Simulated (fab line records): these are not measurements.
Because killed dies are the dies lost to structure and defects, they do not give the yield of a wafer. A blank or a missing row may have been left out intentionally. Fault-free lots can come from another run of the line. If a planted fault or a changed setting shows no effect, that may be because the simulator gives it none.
One fault seen from 2 desks -- flow sky130 -- each desk holds nothing but its own numbers, with what lay behind them at the end

## AT THE TOOL OWNER'S DESK: implanter-03
The tool's own readings at SKY_SD_P_IMPLANT_09, given as means over the sampled wafers that have a number, one for each lot that went through this tool. A lot is out of limits, marked OUT, if its mean lies more than 4 standard deviations from the usual mean; the brackets give that distance.
Columns: A = beam_on_s at SKY_SD_P_IMPLANT_09, usual 12.4 s; B = dose_ions_cm2 at SKY_SD_P_IMPLANT_09, usual 3e+15; C = faraday_current_uA at SKY_SD_P_IMPLANT_09, usual 13196; D = tilt_deg at SKY_SD_P_IMPLANT_09, usual -0.006 degrees
lot,first seen here,A,B,C,D
L871,day 25 23:41,13.0,3e+15,12536,-0.018
L873,day 26 10:14,13.0,3e+15,12600,-0.025
L889,day 33 01:11,9.8 (-4.8) OUT,2e+15 (-99 or more) OUT,11612,-0.027
L890,day 33 08:17,10.1 (-4.3) OUT,2e+15 (-99 or more) OUT,11243,-0.001
This desk's verdict: out of limits on L889, L890, starting with L889 at day 33 01:11 (beam_on_s at SKY_SD_P_IMPLANT_09). Within limits: L871, L873.

## THE METROLOGY DESK
What the gauges read, lot by lot, whatever tool the lot ran on: means of the sampled wafers that have a number. A lot is out of limits, marked OUT, if its mean lies more than 4 standard deviations from the usual mean; the brackets give that distance.
Columns: A = VT_ADJUST_LVTN_2_TW at SKY_VT_ADJUST_LVTN_TW_MEAS_21, usual 188.2; B = SONOS_TUNNEL_TW at SKY_SONOS_TUNNEL_TW_MEAS_12, usual 197.3; C = SD_P_TW at SKY_SD_P_TW_MEAS_11, usual 2819; D = SD_P_RS at SKY_SD_N_RS_MEAS_17, usual 147.0 ohm/sq; E = LOCAL_INTERCONNECT_TIN_THK at SKY_LOCAL_INTERCONNECT_THK_MEAS_02, usual 97.6 nm
lot,first seen here,A,B,C,D,E
L870,day 7 19:43,189.1,197.8,2775,146.8,98.6
L871,day 8 03:48,188.3,198.0,2830,147.3,98.2
L872,day 8 06:39,188.1,198.8,2808,146.7,97.4
L873,day 8 13:13,189.4,197.3,2840,147.1,97.9
L876,day 10 03:15,188.9,197.4,2795,146.8,96.2
L884,day 12 16:34,188.0,197.7,2799,146.9,97.9
L888,day 13 20:55,189.8,196.4,2798,146.7,98.2
L889,day 14 04:01,188.4,197.2,2638 (-9.5) OUT,152.9 (+14) OUT,96.8
L890,day 14 07:34,187.7,196.0,2609 (-11) OUT,152.0 (+12) OUT,96.9
L891,day 14 11:21,187.3,197.9,2824,147.1,95.8
L892,day 14 11:39,188.6,197.3,2821,147.0,97.8
This desk's finding: out of limits on L889, L890; first on L889, day 33 01:26 (SD_P_TW at SKY_SD_P_TW_MEAS_11). Within limits: L870, L871, L872, L873, L876, L884, L888, L891, L892.

## TAKEN TOGETHER
At day 33 01:11, on L889, L890, the tool owner's desk was in a position to raise an alarm.
On L889, L890, the metrology desk was in a position to raise an alarm at day 33 01:26.
Of the lots named, all ran SKY_SD_P_IMPLANT_09 on implanter-03.

## WHAT THE SIMULATOR PUT IN
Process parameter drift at SKY_SD_P_IMPLANT_09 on implanter-03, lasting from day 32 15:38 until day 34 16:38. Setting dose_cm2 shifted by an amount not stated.
Shown lots that were struck: L889, L890.
Time in hours from fault onset to the first out-of-limits reading at each desk: tool owner's desk 10, metrology desk 10.
